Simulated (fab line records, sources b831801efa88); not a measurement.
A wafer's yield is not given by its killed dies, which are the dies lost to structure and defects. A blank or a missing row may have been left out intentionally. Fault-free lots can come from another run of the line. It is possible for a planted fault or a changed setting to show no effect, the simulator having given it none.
Which tool was responsible? -- flow sky130 -- 14 lots, 42 wafers sampled, at 2 steps of a route of 708

WHAT EACH GAUGE READ, for each wafer
SKY_FIELD_ISO_THK_MEAS_25. Usual: for FIELD_ISO_CVD_24_THK the level is 595 nm and the standard deviation is 6.5.
lot,measured,on,FIELD_ISO_CVD_24_THK (nm),flag
L488,day 2 06:58,filmMetro-04,597 604 606,
L489,day 2 13:29,filmMetro-01,599 593 596,
L491,day 3 00:05,filmMetro-01,590 589 589,
L492,day 3 02:58,filmMetro-01,591 585 597,
L493,day 3 10:13,filmMetro-01,601 596 606,
L494,day 3 17:05,filmMetro-02,604 600 590,
L497,day 4 06:58,filmMetro-02,581 597 587,
L500,day 4 21:47,filmMetro-01,598 597 591,
L501,day 5 04:29,filmMetro-01,600 597 593,
L504,day 5 18:13,filmMetro-01,586 594 579,
L506,day 6 04:12,filmMetro-01,591 600 598,
L508,day 6 16:01,filmMetro-02,603 594 590,
L509,day 6 20:24,filmMetro-01,589 588 603,
L511,day 7 08:48,filmMetro-02,594 605 598,

WHICH TOOL RAN EACH LOT (tool, then ch and the chambers of the sampled wafers, then the start)
lot,SKY_FIELD_ISO_STRIP_16
L488,"plasmaAsher-03 ch 0,1, day 2 05:14"
L489,"plasmaAsher-04 ch 0,1, day 2 10:14"
L491,"plasmaAsher-03 ch 1, day 2 22:19"
L492,"plasmaAsher-02 ch 0,1, day 3 00:53"
L493,"plasmaAsher-02 ch 0,1, day 3 07:22"
L494,"plasmaAsher-03 ch 0,1, day 3 12:19"
L497,"plasmaAsher-03 ch 1, day 4 04:16"
L500,"plasmaAsher-02 ch 0,1, day 4 18:58"
L501,"plasmaAsher-02 ch 0,1, day 5 01:41"
L504,"plasmaAsher-03 ch 0,1, day 5 16:02"
L506,"plasmaAsher-02 ch 0,1, day 6 02:26"
L508,"plasmaAsher-03 ch 0,1, day 6 14:16"
L509,"plasmaAsher-02 ch 0,1, day 6 18:14"
L511,"plasmaAsher-04 ch 0,1, day 7 06:04"
- SKY_FIELD_ISO_STRIP_16: strips in O2/N2.

AS READ BY THE TOOLS THEMSELVES (means over the sampled wafers that have a number; for cases with no such wafer, the mark the record gives instead)
SKY_FIELD_ISO_STRIP_16. Usual: drypumpMotorCurrentA 5.9 A, standard deviation 0.46; oesProductAu 0.378 a.u., standard deviation 0.0041; stripTimeToEndpointS 3.57 s, standard deviation 0.035.
lot,tool,drypumpMotorCurrentA (A),oesProductAu (a.u.),stripTimeToEndpointS (s),flag
L488,plasmaAsher-03,5.8,0.378,3.57,
L489,plasmaAsher-04,6.2,0.380,3.59,
L491,plasmaAsher-03,5.9,0.378,3.55,
L492,plasmaAsher-02,5.5,0.376,3.59,
L493,plasmaAsher-02,5.9,0.377,3.55,
L494,plasmaAsher-03,5.8,0.376,3.52,
L497,plasmaAsher-03,5.9,0.373,3.60,
L500,plasmaAsher-02,5.5,0.376,3.58,
L501,plasmaAsher-02,5.5,0.378,3.56,
L504,plasmaAsher-03,5.8,0.376,3.52,
L506,plasmaAsher-02,5.9,0.376,3.58,
L508,plasmaAsher-03,5.8,0.380,3.59,
L509,plasmaAsher-02,5.5,0.383,3.54,
L511,plasmaAsher-04,6.2,0.379,3.59,

THE ANSWER, worked out from the rows above alone
Rule: take the mean of a lot's wafers that have a number; if it is more than 3 standard deviations from the usual mean, the lot is off. Also off: a lot with no number at a reading for which 4 or more lots have one. All remaining lots with rows at the step are treated as sound. After the gauges, taken in route order, come the tools' own readings; for these a lot's mean is taken, as printed above. The first step at which some lot is off is used, and at that step the reading that is off furthest; a lot without a number counts as furthest.
Nothing can be told from this: no lot is off at any reading shown.

WHAT THE SIMULATOR HAD PUT IN
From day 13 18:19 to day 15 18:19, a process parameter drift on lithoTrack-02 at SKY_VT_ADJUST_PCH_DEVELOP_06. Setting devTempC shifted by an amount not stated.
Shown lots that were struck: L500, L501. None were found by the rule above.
